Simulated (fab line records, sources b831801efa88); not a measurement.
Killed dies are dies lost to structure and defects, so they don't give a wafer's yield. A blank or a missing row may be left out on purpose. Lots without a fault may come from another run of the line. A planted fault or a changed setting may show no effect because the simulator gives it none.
fab line records | flow sky130
record lots=12 wafers=36 last_day=50
route steps=708 shown POLY_CUT@316 SD_N@350 LI_CONTACT@376 LOCAL_INTERCONNECT@399
lots that met no fault: from a run of the same line without faults
start_h: hours from the record's first day to the start of the lot's first wafer shown | wait_h: hours since the lot's step before | " the same as in the row above | L1.1+2: a row that stands for several wafers | - no value, or no start given | * or withheld: withheld | < > ~ a bound
route shown NAME@n: a module of which the file shows steps, and the number in the route of the first | usual: mean/standard deviation of fault-free wafers | same: alike in all rows | chamber/n: place in a boat | sites: the reading at each site | _std_site: their standard deviation | _edge_site: outer sites' mean less inner sites' | radius_mm: how far each site lies from the wafer's centre | mask NAME#n: copy n | behind: the tool/chamber that last shaped the wafer | hold: why the lot was held/for how many hours/how that ended | device: the transistor (n, p or np) that didn't switch | end of line: the same wafers' tests at the end of the route | a step without rows: its recipe alone | killed: dies lost to structure and defects at the first sort, not the wafer's yield | map: a wafer's dies, x killed, . not, _ none there
set.NAME: the setting as run; set.NAME@STEP: as run at that earlier step | model.NAME: the simulator's own value behind a step, which no gauge read
steps of the route over a sample of lots; a table a step, a row a wafer
services: from which hour (start_h, from the record's first day; less than 0 if before it) a tool's chamber was out of use, for how many hours, and why
## steps
# step SKY_POLY_CUT_OVL_MEAS_09
# usual POLY_CUT_OVL=-1/5.9
# columns lot.wafer tool chamber start_h wait_h POLY_CUT_OVL[nm]
L380.2 overlay-02 - 564.46 0.1 9
L380.3 " - " " -2
L380.5 " - " " 7
L382.1 overlay-01 - 576.66 0.1 -4
L382.2 " - " " 0
L382.6 " - " " 0
L383.1 overlay-02 - 585.36 0.1 -3
L383.2 " - " " -5
L383.3 " - " " -10
L386.2 overlay-01 - 618.61 0.1 -1
L386.3 " - " " 0
L386.4 " - " " 3
L389.1 overlay-02 - 639.57 0.1 -12
L389.3 " - " " -11
L389.4 " - " " -5
L391.2 overlay-01 - 658.46 0.1 0
L391.3 " - " " 3
L391.6 " - " " 4
L394.1 overlay-01 - 678.76 0.1 2
L394.5 " - " " 0
L394.6 " - " " 0
L396.2 overlay-02 - 696.03 0.1 9
L396.4 " - " " -1
L396.6 " - " " 4
L397.1 overlay-02 - 707.72 0.1 -4
L397.4 " - " " -8
L397.5 " - " " -2
L399.1 overlay-01 - 715.62 0.1 3
L399.2 " - " " 3
L399.4 " - " " -3
L401.1 overlay-02 - 729.16 0.1 1
L401.4 " - " " 8
L401.6 " - " " 2
L402.2 overlay-02 - 736.43 0.1 -5
L402.5 " - " " -7
L402.6 " - " " 2
# step SKY_SD_N_OVL_MEAS_08
# usual SD_N_OVL=-0.1/1.3
# columns lot.wafer tool chamber start_h wait_h SD_N_OVL[nm]
L380.2 overlay-02 - 651.86 0.1 0.1
L380.3 " - " " -1.9
L380.5 " - " " -0.8
L382.1 overlay-01 - 662.14 0.1 1.6
L382.2 " - " " -0.4
L382.6 " - " " -0.3
L383.1 overlay-02 - 670.86 0.1 -0.5
L383.2 " - " " 0.7
L383.3 " - " " 0.8
L386.2 overlay-02 - 704.18 0.1 0.0
L386.3 " - " " -1.0
L386.4 " - " " -1.5
L389.1 overlay-02 - 723.42 0.1 0.3
L389.3 " - " " 0.3
L389.4 " - " " 0.3
L391.2 overlay-01 - 743.10 0.1 1.6
L391.3 " - " " -0.5
L391.6 " - " " 0.4
L394.1 overlay-02 - 762.14 0.1 0.5
L394.5 " - " " -0.2
L394.6 " - " " -0.8
L396.2 overlay-02 - 776.81 0.1 -0.8
L396.4 " - " " -1.3
L396.6 " - " " -0.3
L397.1 overlay-01 - 789.24 0.1 4.5
L397.4 " - " " 2.4
L397.5 " - " " 2.3
L399.1 overlay-02 - 800.33 0.1 1.6
L399.2 " - " " 0.9
L399.4 " - " " 1.7
L401.1 overlay-01 - 811.51 0.1 -0.4
L401.4 " - " " 1.3
L401.6 " - " " -1.4
L402.2 overlay-02 - 815.67 0.1 -0.3
L402.5 " - " " -1.4
L402.6 " - " " -2.1
# step SKY_LI_CONTACT_ETCH_14
# recipe chemistry=N2/H2 target=BARC ion_energy_ev=200 source_w=500 bias_w=100 pressure_mtorr=30 n2_flow_sccm=100 h2_flow_sccm=200 stop_on=SiO2 time_s=45.9 target_depth_a=600
# usual drypump_motor_current_A=5.7/0.41 oes_product_au=0.854/0.005 rf_fwd_power_W=494.3/2.1 throttle_valve_pct=13.225/0.0094
# same time_s=45.9
# columns lot.wafer tool chamber start_h wait_h drypump_motor_current_A oes_product_au rf_fwd_power_W rf_hours_counter_h throttle_valve_pct
L380.2 rie_diel-03 0 682.26 0.0 6.4 0.861 495.3 6 13.218
L380.3 " 2 " " 5.0 0.854 493.4 17 13.224
L380.5 " 1 " " 5.9 0.863 496.1 - 13.234
L382.1 rie_diel-01 0 691.91 0.0 5.8 0.854 493.1 4 13.233
L382.2 " 3 " " 5.8 0.852 493.5 6 13.222
L382.6 " 0 " " 5.8 0.851 491.2 - 13.216
L383.1 rie_diel-01 1 700.56 0.0 5.8 0.863 493.3 5 13.241
L383.2 " 0 " " 5.8 0.853 491.8 4 13.222
L383.3 " 3 " " 5.7 0.850 493.4 7 13.208
L386.2 rie_diel-01 3 733.24 0.0 5.7 0.855 491.0 7 13.226
L386.3 " 1 " " 5.9 0.863 493.4 5 13.204
L386.4 " 0 " " 5.7 0.858 492.0 5 13.231
L389.1 rie_diel-01 1 752.46 0.0 5.9 0.854 696.7 6 13.234
L389.3 " 2 " " 6.0 0.853 693.4 15 13.217
L389.4 " 3 " " 5.7 0.856 692.5 8 13.254
L391.2 rie_diel-01 1 772.46 0.0 5.9 0.851 695.6 6 13.228
L391.3 " 3 " " 5.7 0.850 692.8 8 13.226
L391.6 " 3 " " 5.8 0.848 692.2 - 13.227
L394.1 rie_diel-04 0 790.91 0.0 5.1 0.853 491.4 1 13.236
L394.5 " 2 " " 4.9 0.860 493.8 - 13.224
L394.6 " 1 " " 5.8 0.856 493.5 - 13.220
L396.2 rie_diel-03 2 804.68 0.0 5.0 0.862 497.0 20 13.217
L396.4 " 3 " " 6.4 0.860 496.1 5 13.238
L396.6 " 0 " " 6.4 0.862 495.7 - 13.218
L397.1 rie_diel-04 2 817.94 0.0 4.8 0.852 492.7 16 13.214
L397.4 " 3 " " 5.6 0.851 494.0 37 13.228
L397.5 " 1 " " 5.8 0.853 492.0 - 13.209
L399.1 rie_diel-01 0 828.05 0.0 5.8 0.856 492.2 7 13.227
L399.2 " 2 " " 6.0 0.857 496.1 17 13.218
L399.4 " 1 " " 5.9 0.850 494.3 7 13.229
L401.1 rie_diel-01 1 839.45 0.0 5.9 0.857 499.6 8 13.236
L401.4 " 2 " " 6.0 0.856 495.3 17 13.224
L401.6 " 1 " " 5.9 0.843 498.1 - 13.227
L402.2 rie_diel-01 3 843.45 0.0 5.7 0.854 496.4 10 13.215
L402.5 " 2 " " 6.0 0.846 496.1 - 13.228
L402.6 " 1 " " 5.9 0.859 496.0 - 13.234
# step SKY_LI_CONTACT_STRIP_16
# recipe chemistry=O2/N2 power_w=1400 pressure_mtorr=1500 platen_temp_c=withheld o2_flow_sccm=3000 n2_flow_sccm=300 overash_fraction=0.5
# usual drypump_motor_current_A=5.9/0.5 oes_product_au=0.375/0.0044 strip_time_to_endpoint_s=3.485/0.026
# columns lot.wafer tool chamber start_h wait_h drypump_motor_current_A oes_product_au rf_hours_counter_h strip_time_to_endpoint_s
L380.2 plasma_asher-04 1 682.38 - 6.5 0.376 105 3.447
L380.3 " 0 " " 6.4 0.378 - 3.485
L380.5 " 1 " " 6.5 0.374 - 3.472
L382.1 plasma_asher-04 1 692.03 - 6.5 0.369 106 3.485
L382.2 " 0 " " 6.4 0.371 106 3.471
L382.6 " 1 " " 6.5 0.372 - 3.448
L383.1 plasma_asher-03 1 700.69 - 5.3 0.375 89 3.516
L383.2 " 0 " " 6.4 0.372 89 3.522
L383.3 " 1 " " 5.3 0.382 - 3.526
L386.2 plasma_asher-03 1 733.37 - 5.3 0.381 92 3.490
L386.3 " 0 " " 6.4 0.380 - 3.513
L386.4 " 1 " " 5.3 0.377 - 3.519
L389.1 plasma_asher-03 1 752.58 - 5.3 0.365 95 3.356
L389.3 " 0 " " 6.4 0.370 - 3.296
L389.4 " 1 " " 5.3 0.375 - 3.309
L391.2 plasma_asher-04 0 772.58 - 6.4 0.373 3 3.335
L391.3 " 0 " " 6.4 0.366 - 3.316
L391.6 " 0 " " 6.4 0.367 - 3.295
L394.1 plasma_asher-04 0 791.03 - 6.4 0.373 5 3.467
L394.5 " 1 " " 6.5 0.372 - 3.448
L394.6 " 0 " " 6.4 0.375 - 3.459
L396.2 plasma_asher-04 1 804.80 - 6.5 0.379 6 3.495
L396.4 " 0 " " 6.4 0.378 - 3.491
L396.6 " 1 " " 6.5 0.376 - 3.471
L397.1 plasma_asher-03 0 818.07 - 6.4 0.377 102 3.465
L397.4 " 0 " " 6.4 0.375 - 3.506
L397.5 " 0 " " 6.4 0.377 - 3.468
L399.1 plasma_asher-02 1 828.17 - 5.6 0.372 59 3.531
L399.2 " 0 " " 5.4 0.376 59 3.525
L399.4 " 0 " " 5.4 0.375 - 3.541
L401.1 plasma_asher-02 0 839.57 - 5.4 0.369 61 3.489
L401.4 " 0 " " 5.4 0.371 - 3.477
L401.6 " 1 " " 5.7 0.380 - 3.484
L402.2 plasma_asher-03 1 843.57 - 5.3 0.382 104 3.484
L402.5 " 0 " " 6.4 0.374 - 3.464
L402.6 " 1 " " 5.3 0.369 - 3.476
# step SKY_LOCAL_INTERCONNECT_OVL_MEAS_12
# usual LOCAL_INTERCONNECT_OVL=-3/4.9
# columns lot.wafer tool chamber start_h wait_h LOCAL_INTERCONNECT_OVL[nm]
L380.2 overlay-01 - 711.65 0.1 -9
L380.3 " - " " -8
L380.5 " - " " -9
L382.1 overlay-01 - 720.79 0.1 0
L382.2 " - " " -2
L382.6 " - " " 4
L383.1 overlay-02 - 729.97 0.1 -8
L383.2 " - " " 3
L383.3 " - " " -7
L386.2 overlay-01 - 762.58 0.1 -8
L386.3 " - " " -4
L386.4 " - " " -9
L389.1 overlay-02 - 780.86 0.1 -10
L389.3 " - " " -12
L389.4 " - " " -9
L391.2 overlay-02 - 801.23 0.1 -6
L391.3 " - " " -6
L391.6 " - " " -10
L394.1 overlay-01 - 819.24 0.1 -4
L394.5 " - " " 2
L394.6 " - " " -2
L396.2 overlay-02 - 832.85 0.1 -13
L396.4 " - " " -6
L396.6 " - " " -14
L397.1 overlay-01 - 846.11 0.1 0
L397.4 " - " " -4
L397.5 " - " " -7
L399.1 overlay-01 - 855.29 0.1 0
L399.2 " - " " -5
L399.4 " - " " 0
L401.1 overlay-01 - 866.74 0.1 -3
L401.4 " - " " 0
L401.6 " - " " 4
L402.2 overlay-01 - 870.77 0.1 -6
L402.5 " - " " -2
L402.6 " - " " -5
## services
# columns tool chamber start_h hours kind
rie_diel-04 2 663.22 6.4 repair
plasma_asher-04 - 673.51 0.4 repair
rie_diel-03 3 696.28 5.6 repair
rie_diel-04 2 719.57 5.8 repair
rie_diel-03 1 727.14 2.3 repair
rie_diel-03 3 728.91 12.7 repair
rie_diel-04 0 732.29 - clean
rie_diel-04 0 732.29 17.5 scheduled_down
rie_diel-04 0 732.29 17.5 vent_cycle
plasma_asher-04 - 733.75 9.0 pm
plasma_asher-04 0 733.75 9.0 vent_cycle
plasma_asher-04 1 733.75 9.0 vent_cycle
plasma_asher-02 - 734.70 1.1 repair
plasma_asher-04 0 742.75 - clean
plasma_asher-04 1 742.75 - clean
plasma_asher-02 - 751.07 14.6 pm
rie_diel-01 0 761.67 13.6 repair
rie_diel-03 - 770.88 0.5 repair
rie_diel-03 1 776.43 6.7 repair
plasma_asher-02 - 796.57 3.4 repair
rie_diel-04 3 819.98 - clean
rie_diel-04 3 819.98 28.6 scheduled_down
rie_diel-04 3 819.98 28.6 vent_cycle
rie_diel-04 - 824.38 0.5 repair
## key
first_sign step=SKY_LI_CONTACT_ETCH_14 reading=rf_fwd_power_W direction=up sigmas=97 usual=494.3 struck=693.9
effect step=SKY_LI_CONTACT_STRIP_16 reading=strip_time_to_endpoint_s direction=down sigmas=6.5 usual=* struck=*
met_at SKY_LI_CONTACT_ETCH_14
struck_lots L389,L391
tester_left_out L389,L391
not_acting_at SKY_POLY_CUT_OVL_MEAS_09,SKY_SD_N_OVL_MEAS_08,SKY_LOCAL_INTERCONNECT_OVL_MEAS_12
onset_between 733.24 752.46
fault kind=process_parameter_drift tool=rie_diel-01 chamber=- onset_h=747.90 steps=SKY_LI_CONTACT_ETCH_14 channel=source_w offset=200 shape=step end_h=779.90 acts_in=these_recipes_only stated=500
# tester_left_out: of these lots the tester's yield and bins aren't shown, on N5 and GAA mostly nor the transistor test; their killed dies are dies lost to structure and defects alone, not to doping, threshold or leakage, so they don't give the yield
